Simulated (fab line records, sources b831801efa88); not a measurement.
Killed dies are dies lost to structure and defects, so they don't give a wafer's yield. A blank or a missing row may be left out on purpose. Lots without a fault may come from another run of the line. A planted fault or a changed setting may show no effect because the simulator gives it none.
Chamber matching | flow gf180mcu | GF_CONTACT_CMP_27 on cmp-01: 4 sister chambers
The step polishes, stops on SiO2, t overpolish 15 s, target thk 0 nm. 14 wafers are shown with their chamber, then 7 later ones without.

WAFERS WITH THEIR CHAMBER
wafer  | chamber | motor_current_A (A) | head_pressure_psi (psi) | platen_rpm (rpm)
L971.2 | 2       | 10.2                | 3.496                   | 60.01
L971.3 | 0       | 9.5                 | 3.514                   | 60.04
L971.4 | 3       | 12.8                | 3.488                   | 59.99
L972.1 | 2       | 10.9                | 3.501                   | 59.98
L972.5 | 2       | 11.3                | 3.499                   | 60.04
L972.6 | 1       | 11.3                | 3.491                   | 59.95
L980.3 | 2       | 10.6                | 3.498                   | 59.98
L980.5 | 2       | 10.7                | 3.498                   | 60.04
L980.6 | 1       | 12.1                | 3.496                   | 60.00
L981.1 | 3       | 12.6                | 3.493                   | 59.95
L981.3 | 2       | 11.0                | 3.509                   | 60.01
L981.6 | 1       | 11.7                | 3.501                   | 59.97
L982.1 | 3       | 13.2                | 3.501                   | 59.95
L982.5 | 3       | 12.3                | 3.498                   | 59.98

SIGNATURES (means of the wafers above)
reading           | chamber 0 | chamber 1 | chamber 2 | chamber 3 | scatter within a chamber
motor_current_A   | 9.500     | 11.700    | 10.783    | 12.725    | 0.382
head_pressure_psi | 3.51400   | 3.49600   | 3.50017   | 3.49500   | 0.00505
platen_rpm        | 60.0400   | 59.9733   | 60.0100   | 59.9675   | 0.0248
Rule: a wafer's distance from a chamber is the root of the sum, over the readings, of the square of ((its reading less the chamber's mean) divided by the reading's scatter). The wafer belongs to the nearest chamber; if the next one is less than 2 further off, it can't be placed. The scatter: the root of (the sum of the squares of (reading less its chamber's mean) over the shown wafers, divided by (wafers less chambers)).

WAFERS WITHOUT THEIR CHAMBER
wafer  | motor_current_A (A) | head_pressure_psi (psi) | platen_rpm (rpm)
L982.6 | 11.5                | 3.493                   | 60.01
L984.3 | 12.9                | 3.505                   | 60.04
L984.4 | 11.7                | 3.501                   | 60.04
L984.6 | 9.3                 | 3.489                   | 59.96
L989.1 | 10.0                | 3.504                   | 59.98
L989.3 | 10.7                | 3.497                   | 59.98
L989.5 | 12.8                | 3.511                   | 59.98

WHICH CHAMBER EACH WENT THROUGH
wafer  | from the rows above          | in truth
L982.6 | can't be placed: 1 or 2 or 3 | 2
L984.3 | can't be placed: 3 or 1      | 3
L984.4 | can't be placed: 2 or 1 or 3 | 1
L984.6 | can't be placed: 2 or 0 or 1 | 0
L989.1 | can't be placed: 2 or 0      | 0
L989.3 | can't be placed: 2 or 1      | 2
L989.5 | can't be placed: 3 or 1      | 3
Placed correctly: 0 of 7. Can't be placed from these rows: 7 (the true chamber is among the candidates in 7). Placed wrongly: 0.
